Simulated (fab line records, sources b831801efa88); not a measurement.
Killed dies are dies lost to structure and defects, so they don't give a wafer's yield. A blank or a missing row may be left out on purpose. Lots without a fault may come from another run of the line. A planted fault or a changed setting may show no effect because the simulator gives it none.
Problem report in the 8D (eight disciplines) form, filled by code | flow sky130 | the parts of the form that need people (team, actions taken, sign-off) are left out

1. THE PROBLEM
developer_temp_C at SKY_RES_PROTECT_DEVELOP_06 reads a mean of 21.95 C on 6 wafers of 2 lots; wafers without a fault read 23.00 C with a standard deviation of 0.11. That is -9.5 standard deviations from the usual mean.
The step: develop time 60 s.
First seen on wafer L638.2, day 18 00:52, on litho_track-03. The record holds 36 wafers of 12 lots with a number at this step. Rule for "out", or "out of limits": more than 4 standard deviations from the usual mean. The other wafers with a number count as sound.

2. WHAT IT IS AND WHAT IT IS NOT
question                    | is                     | is not
which readings at this step | developer_temp_C       | -
which lots                  | L638, L641             | L632, L639, L643, L645, L646, L647, L648, L650, L651, L652
which wafers of those lots  | all that have a number | -
read on which tools         | litho_track-03         | litho_track-01, litho_track-02
when                        | from day 18 00:52      | up to then (3 sound wafers); but 27 sound wafers of L639, L643, L645, L646, L647, L648, L650, L651, L652 came after

3. SUSPECTS, AND WHAT RULES EACH OUT
Counting: a tool at a process step up to the reading stays a suspect if it ran every lot that is out and no sound lot after the first of them.
- litho_track-03 at SKY_RES_PROTECT_DEVELOP_06 (develop time 60 s): ruled out as a lasting fault. Sound lots L647, L648, L652 ran on it after its first lot that is out, L638 (day 18 00:52).
Left after counting: nothing in the record.

4. THE CAUSE (what the simulator had put in)
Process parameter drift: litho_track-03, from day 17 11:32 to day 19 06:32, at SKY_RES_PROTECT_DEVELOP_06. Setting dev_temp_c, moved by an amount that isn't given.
Counting ruled it out, wrongly.

5. THE CHAIN OF EFFECTS, in route order
Each row: a reading whose mean over the struck wafers that have a number lies more than 3 standard deviations from the usual. Only readings for which the record gives a usual standard deviation are gone through. hours: the time from each lot's start at the first step in this table that gives one to its start at this step, as a median over the lots. sigmas: the change in usual standard deviations.
hours | step                       | reading          | usual   | on struck wafers | change | sigmas
0     | SKY_RES_PROTECT_DEVELOP_06 | developer_temp_C | 23.00 C | 21.95            | -1.05  | -9.5
The process steps in it:
- SKY_RES_PROTECT_DEVELOP_06: develop time 60 s.
Later measuring or inspecting steps at which every struck wafer that the step has a row for has a number for every such reading, and none has moved that far: SKY_POLY_GATE_OVL_MEAS_14.

6. WHAT WOULD HAVE CAUGHT IT SOONER
In this record the first reading out of limits was taken at day 18 00:52, 13 hours after the fault began at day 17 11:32.
